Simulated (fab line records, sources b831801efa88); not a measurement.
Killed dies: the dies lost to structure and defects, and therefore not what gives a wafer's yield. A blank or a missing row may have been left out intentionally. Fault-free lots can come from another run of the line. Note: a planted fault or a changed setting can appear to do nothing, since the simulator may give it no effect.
A lot that was struck, set against a sound lot | flow sky130 | 18 out of 708 route steps
Sound: these wafers, L407.1, L407.4, L407.6. Struck: wafer L410.2 (left out: L410.1, a lot-mate that was not struck); the cause follows at the end.
Each step with rows lists, per side, the tool, then ch with its chambers, then its first start. Under that, the readings that differ: sound wafers | struck wafers | difference of the means | sigmas: that difference in standard deviations of wafers without a fault.
alike: a reading whose means differ by less than 2 such deviations, as well as words and numbers matching on both sides. not compared: withheld readings; readings where some wafer has no value; bounds like >300 that might hide an equal value; numbers whose values overlap and for which the record gives no deviation.
The two part at a step that has a row with sigmas, a row that says differs or no value, or rows on one side only. Non-overlapping numbers with no deviation appear without sigmas and do not part them. Lack of a reading on every wafer of one side parts them only where that side has two or more wafers.

first, 4 steps without rows for these wafers: SKY_VT_ADJUST_PCH_SOFTBAKE_03; SKY_VT_ADJUST_PCH_EXPOSE_04 (exposes mask NWM, target cd 840 nm); SKY_VT_ADJUST_PCH_PEB_05; SKY_VT_ADJUST_PCH_DEVELOP_06 (develop time 60 s).
SKY_VT_ADJUST_PCH_OVL_MEAS_07:
  struck on overlay-01, day 15 09:49; sound on overlay-02, day 14 11:04
  reading                | sound          | struck | difference | sigmas
  VT_ADJUST_PCH_OVL (nm) | -1.3 -2.2 -2.2 | 1.6    | +3.5       | +3
after that, 1 step had no rows for these wafers: SKY_VT_ADJUST_PCH_IMPLANT_08.
SKY_VT_ADJUST_PCH_STRIP_09: strips in O2/N2.
  sound on plasma-asher-02 ch 0,1, day 14 11:15; struck on plasma-asher-03 ch 1, day 15 09:59
  alike: chamber-pressure-mTorr, drypump-motor-current-A, oes-product-au, strip-time-to-endpoint-s
  not compared: rf-hours-counter-h
SKY_VT_ADJUST_PCH_TW_MEAS_10:
  struck on film-metro-03, day 15 10:05; sound on film-metro-03, day 14 11:21
  alike: VT_ADJUST_PCH_TW
then, 4 steps without rows for these wafers: SKY_SONOS_TUNNEL_DEHYDRATE_00 (time 60 s); SKY_SONOS_TUNNEL_HMDS_01 (prime time 60 s); SKY_SONOS_TUNNEL_COAT_02 (resist thk 1140 nm); SKY_SONOS_TUNNEL_SOFTBAKE_03 (time 60 s).
SKY_SONOS_TUNNEL_EXPOSE_04: exposes mask TUNM, target cd 410 nm.
  sound on iline-stepper-01 ch 0, day 14 23:55; struck on iline-stepper-01 ch 0, day 16 00:19
  alike: mask, reticle-temp-C
then, 2 steps without rows for these wafers: SKY_SONOS_TUNNEL_PEB_05; SKY_SONOS_TUNNEL_DEVELOP_06 (develop time 60 s).
SKY_SONOS_TUNNEL_CD_MEAS_07: target cd 410 nm.
  struck on cd-sem-01, day 16 14:16; sound on cd-sem-02, day 15 13:16
  reading    | sound             | struck | difference | sigmas
  cd-nm (nm) | 405.9 405.4 406.1 | 420.2  | +14.4      | +6
SKY_SONOS_TUNNEL_OVL_MEAS_08:
  struck on overlay-01, day 16 14:23; sound on overlay-02, day 15 13:23
  alike: SONOS_TUNNEL_OVL
-- the record jumps here: 33 days lie between the struck wafers' starts before and after (it left off in module SONOS_TUNNEL and takes up again in module PAD_OPEN, whose first step shown is number 708 of the route) --
SKY_PAD_OPEN_PROBE_99:
  struck on prober-01, day 49 15:06; sound on prober-01, day 49 01:19
  alike: killed_at_M0_to_M3, killed_at_M4_up, killed-at-contacts, killed-at-front-end, killed-at-other, killed-dies, killed-on-rim, killed-open, killed-short

== WHERE THEY PART ==
First at SKY_VT_ADJUST_PCH_OVL_MEAS_07; last, within this record, at SKY_SONOS_TUNNEL_CD_MEAS_07. Later steps at which nothing parts them and some readings are alike: SKY_SONOS_TUNNEL_OVL_MEAS_08, SKY_PAD_OPEN_PROBE_99.

WHY: the cause the simulator had injected
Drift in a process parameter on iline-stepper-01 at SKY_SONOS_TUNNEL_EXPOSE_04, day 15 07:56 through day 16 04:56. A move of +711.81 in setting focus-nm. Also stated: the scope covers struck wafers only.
